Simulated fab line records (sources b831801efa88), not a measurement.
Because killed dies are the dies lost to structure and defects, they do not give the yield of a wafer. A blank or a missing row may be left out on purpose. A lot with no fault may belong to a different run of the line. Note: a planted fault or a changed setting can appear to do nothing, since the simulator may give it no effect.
Which tool did it? ; flow gf180mcu ; 12 lots with 36 wafers sampled at 4 steps, on a route of 602 steps

## WHAT EACH GAUGE READ, for each wafer
GF_MIM_THK_MEAS_11: measures by xrf.
lot;measured;on;MIM_ALCU_THK (nm)
L441;day 24 11:43;filmMetro-04;199.2 200.7 201.6
L442;day 24 20:58;filmMetro-02;206.0 202.7 204.4
L451;day 28 11:07;filmMetro-02;203.7 201.5 204.3
L452;day 28 17:17;filmMetro-01;202.7 201.2 203.4
L453;day 29 05:46;filmMetro-04;199.6 200.4 199.2
L455;day 29 12:16;filmMetro-02;205.7 205.9 206.2
L457;day 30 00:13;filmMetro-04;207.1 204.3 209.0
L459;day 30 04:58;filmMetro-02;205.3 204.7 205.5
L461;day 30 18:59;filmMetro-04;201.5 201.8 203.6
L462;day 31 01:37;filmMetro-01;205.8 206.5 202.4
L463;day 31 10:32;filmMetro-02;200.6 204.6 201.9
L464;day 31 11:54;filmMetro-01;204.9 205.1 202.8

GF_V5_RS_MEAS_24: the measuring method here is four-point-probe.
lot;measured;on;V5_W_RS (ohm/sq)
L441;day 27 04:59;filmMetro-04;0.333 0.337 0.336
L442;day 27 13:26;filmMetro-01;0.328 0.327 0.326
L451;day 30 22:13;filmMetro-03;0.330 0.324 0.329
L452;day 31 03:05;filmMetro-03;0.324 0.328 0.325
L453;day 31 15:21;filmMetro-01;0.324 0.328 0.326
L455;day 31 22:58;filmMetro-04;0.330 0.336 0.329
L457;day 32 07:13;filmMetro-03;0.327 0.326 0.330
L459;day 32 13:57;filmMetro-01;0.326 0.335 0.331
L461;day 33 02:23;filmMetro-01;0.325 0.319 0.323
L462;day 33 07:34;filmMetro-03;0.327 0.322 0.325
L463;day 33 16:14;filmMetro-03;0.333 0.330 0.328
L464;day 33 17:13;filmMetro-03;0.326 0.323 0.325

## WHAT TOOL EACH LOT RAN ON (gives the tool, then ch and the chambers of the sampled wafers, and finally the start)
lot;GF_V3_SPUTTER_22;GF_V4_SPUTTER_22
L441;pvdSputter-01, day 22 10:28;pvdSputter-03, day 24 10:32
L442;pvdSputter-03, day 22 19:55;pvdSputter-03, day 24 19:47
L451;pvdSputter-01, day 26 15:38;pvdSputter-02, day 28 09:55
L452;pvdSputter-01, day 26 22:09;pvdSputter-02, day 28 16:05
L453;pvdSputter-04, day 27 10:59;pvdSputter-01, day 29 04:35
L455;pvdSputter-03, day 27 17:43;pvdSputter-01, day 29 11:06
L457;pvdSputter-03, day 28 06:11;pvdSputter-01, day 29 23:02
L459;pvdSputter-03, day 28 10:37;pvdSputter-03, day 30 03:46
L461;pvdSputter-03, day 29 01:39;pvdSputter-02, day 30 17:49
L462;pvdSputter-01, day 29 09:13;pvdSputter-02, day 31 00:26
L463;pvdSputter-04, day 29 17:23;pvdSputter-01, day 31 09:20
L464;pvdSputter-01, day 29 19:24;pvdSputter-01, day 31 10:42
- GF_V3_SPUTTER_22: material TiN, target thk 10 nm, time 40 s.
- GF_V4_SPUTTER_22: material TiN, target thk 10 nm, time 40 s.

## AS READ BY THE TOOLS THEMSELVES (means over the sampled wafers that have a number; for cases with no such wafer, the mark the record gives instead)
GF_V3_SPUTTER_22.
lot;tool;cathodeDcPowerW (W);throttleValvePct (%)
L441;pvdSputter-01;4000.3;29.9
L442;pvdSputter-03;3999.4;30.8
L451;pvdSputter-01;3999.1;30.6
L452;pvdSputter-01;4000.3;30.0
L453;pvdSputter-04;3999.9;29.4
L455;pvdSputter-03;4000.4;30.2
L457;pvdSputter-03;4000.3;30.6
L459;pvdSputter-03;3999.1;29.1
L461;pvdSputter-03;3999.8;30.7
L462;pvdSputter-01;3999.6;29.7
L463;pvdSputter-04;4000.9;29.4
L464;pvdSputter-01;3999.2;29.7

GF_V4_SPUTTER_22.
lot;tool;cathodeDcPowerW (W);throttleValvePct (%)
L441;pvdSputter-03;4000.3;29.2
L442;pvdSputter-03;3999.8;30.5
L451;pvdSputter-02;3999.4;29.7
L452;pvdSputter-02;3999.9;29.8
L453;pvdSputter-01;3999.7;29.7
L455;pvdSputter-01;3999.8;30.2
L457;pvdSputter-01;3999.7;30.0
L459;pvdSputter-03;4000.5;30.5
L461;pvdSputter-02;3999.6;29.6
L462;pvdSputter-02;3999.7;29.7
L463;pvdSputter-01;3999.6;30.0
L464;pvdSputter-01;4000.6;29.0

## THE ANSWER, worked out from the rows above alone
Rule: usual is defined by the lots themselves. Put in order of their means at a reading, lots are off if they are a third of the lots or fewer, leave a main group of 4 or more, and stand apart from it by a gap of 3 or more times the standard deviation of the main group's means; of several such gaps the widest counts. A main group is skipped when, at the precision printed for the reading in the tables above, its means are all equal. Also off: a lot with no number at a reading for which 4 or more lots have one. Where the step has rows for the other lots, those lots are counted as sound. After the gauges, taken in route order, come the tools' own readings; for these a lot's mean is taken, as printed above. At the first step where some lot is off, the reading lying furthest off is the one used; lots without a number count as furthest.
No lot is off at any reading shown: from this, nothing can be told.

## WHAT THE SIMULATOR PUT IN
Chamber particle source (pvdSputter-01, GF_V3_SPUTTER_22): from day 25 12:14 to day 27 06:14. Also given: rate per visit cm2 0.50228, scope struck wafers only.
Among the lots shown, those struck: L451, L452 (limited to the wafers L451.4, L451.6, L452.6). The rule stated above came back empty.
